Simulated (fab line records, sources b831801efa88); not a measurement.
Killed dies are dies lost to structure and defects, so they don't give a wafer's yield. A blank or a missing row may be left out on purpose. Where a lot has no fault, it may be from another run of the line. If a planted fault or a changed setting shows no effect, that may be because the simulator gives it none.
Struck lot and sound lot, side by side | flow sky130 | 18 steps out of a route of 708
Sound: the wafers L287.1, L287.3, L287.6. The struck wafers were L305.1, L305.3, L305.4. The cause comes at the end.
At each step with rows: each side's tool, then ch and its chambers, then its first start. Under that, the readings that differ: sound wafers | struck wafers | difference of the means | sigmas: that difference in standard deviations of wafers without a fault.
alike: same words and numbers on both sides, and readings whose means sit less than 2 such deviations apart. not compared: any withheld reading, any reading some wafer has no value for, any bound like >300 that may hide the same value, and any number with overlapping values for which the record gives no deviation.
The two part at a step that has a row with sigmas, a row that says differs or no value, or rows on one side only. Numbers that don't overlap but have no deviation are shown without sigmas and don't part them. Lack of a reading on every wafer of one side parts them only where that side has two or more wafers.

first, 4 steps without rows for these wafers: SKY_LDD_HVP_SOFTBAKE_03 (time 60 s); SKY_LDD_HVP_EXPOSE_04 (exposes mask HVPTM, target cd 700 nm); SKY_LDD_HVP_PEB_05; SKY_LDD_HVP_DEVELOP_06 (develop time 60 s).
SKY_LDD_HVP_OVL_MEAS_07:
  sound on overlay-01, day 23 07:35; struck on overlay-01, day 28 21:03
  alike: LDD_HVP_OVL
next, for these wafers, 1 step has no rows: SKY_LDD_HVP_IMPLANT_08.
SKY_LDD_HVP_STRIP_09: strips in O2/N2.
  sound on plasmaAsher-04 ch 0,1, day 23 07:46; struck on plasmaAsher-04 ch 0,1, day 28 21:14
reading                  | sound             | struck            | difference | sigmas
stripTimeToEndpointS (s) | 4.091 4.120 4.126 | 4.154 4.152 4.141 | +0.037     | +3
  alike: drypumpMotorCurrentA, oesProductAu
  not compared: rfHoursCounterH
SKY_LDD_HVP_TW_MEAS_10:
  sound on filmMetro-03, day 23 07:52; struck on filmMetro-01, day 28 21:20
  alike: LDD_HVP_TW
then, 4 steps without rows for these wafers: SKY_LDD_LDN_DEHYDRATE_00 (time 60 s); SKY_LDD_LDN_HMDS_01 (prime time 60 s); SKY_LDD_LDN_COAT_02 (resist thk 1140 nm); SKY_LDD_LDN_SOFTBAKE_03 (time 60 s).
SKY_LDD_LDN_EXPOSE_04: exposes mask LDNTM, target cd 700 nm.
  sound on ilineStepper-01 ch 0, day 23 23:10; struck on ilineStepper-01 ch 0, day 29 12:11
reading                       | sound             | struck            | difference | sigmas
model.LDD_LDN.overlayXNm (nm) | 0.323 0.323 0.323 | 77.31 77.31 77.31 | +76.99     | 
  alike: mask, focusOffsetNm, stageVelMmS
then, 2 steps without rows for these wafers: SKY_LDD_LDN_PEB_05; SKY_LDD_LDN_DEVELOP_06 (develop time 60 s).
SKY_LDD_LDN_OVL_MEAS_07:
  sound on overlay-01, day 24 13:41; struck on overlay-01, day 30 01:28
reading          | sound        | struck         | difference | sigmas
LDD_LDN_OVL (nm) | -0.4 0.7 0.6 | 78.2 78.8 79.1 | +78.4      | +56
next, for these wafers, 1 step has no rows: SKY_LDD_LDN_IMPLANT_08.
-- a jump in the record: the struck wafers' starts before and after are 20 days apart (it breaks off in module LDD_LDN and resumes in module PAD_OPEN, where the first step shown is number 708 of the route) --
SKY_PAD_OPEN_PROBE_99:
  sound on prober-01, day 46 23:05; struck on prober-01, day 50 13:20
  alike: killed_at_M0_to_M3, killed_at_M4_up, killedAtContacts, killedAtFrontEnd, killedAtOther, killedDies, killedOnRim, killedOpen, killedShort

== WHERE THEY PART ==
Earliest at SKY_LDD_HVP_STRIP_09; latest, in this record, at SKY_LDD_LDN_OVL_MEAS_07. Later steps at which nothing parts them and some readings are alike: SKY_PAD_OPEN_PROBE_99.

WHY: what had been put in by the simulator
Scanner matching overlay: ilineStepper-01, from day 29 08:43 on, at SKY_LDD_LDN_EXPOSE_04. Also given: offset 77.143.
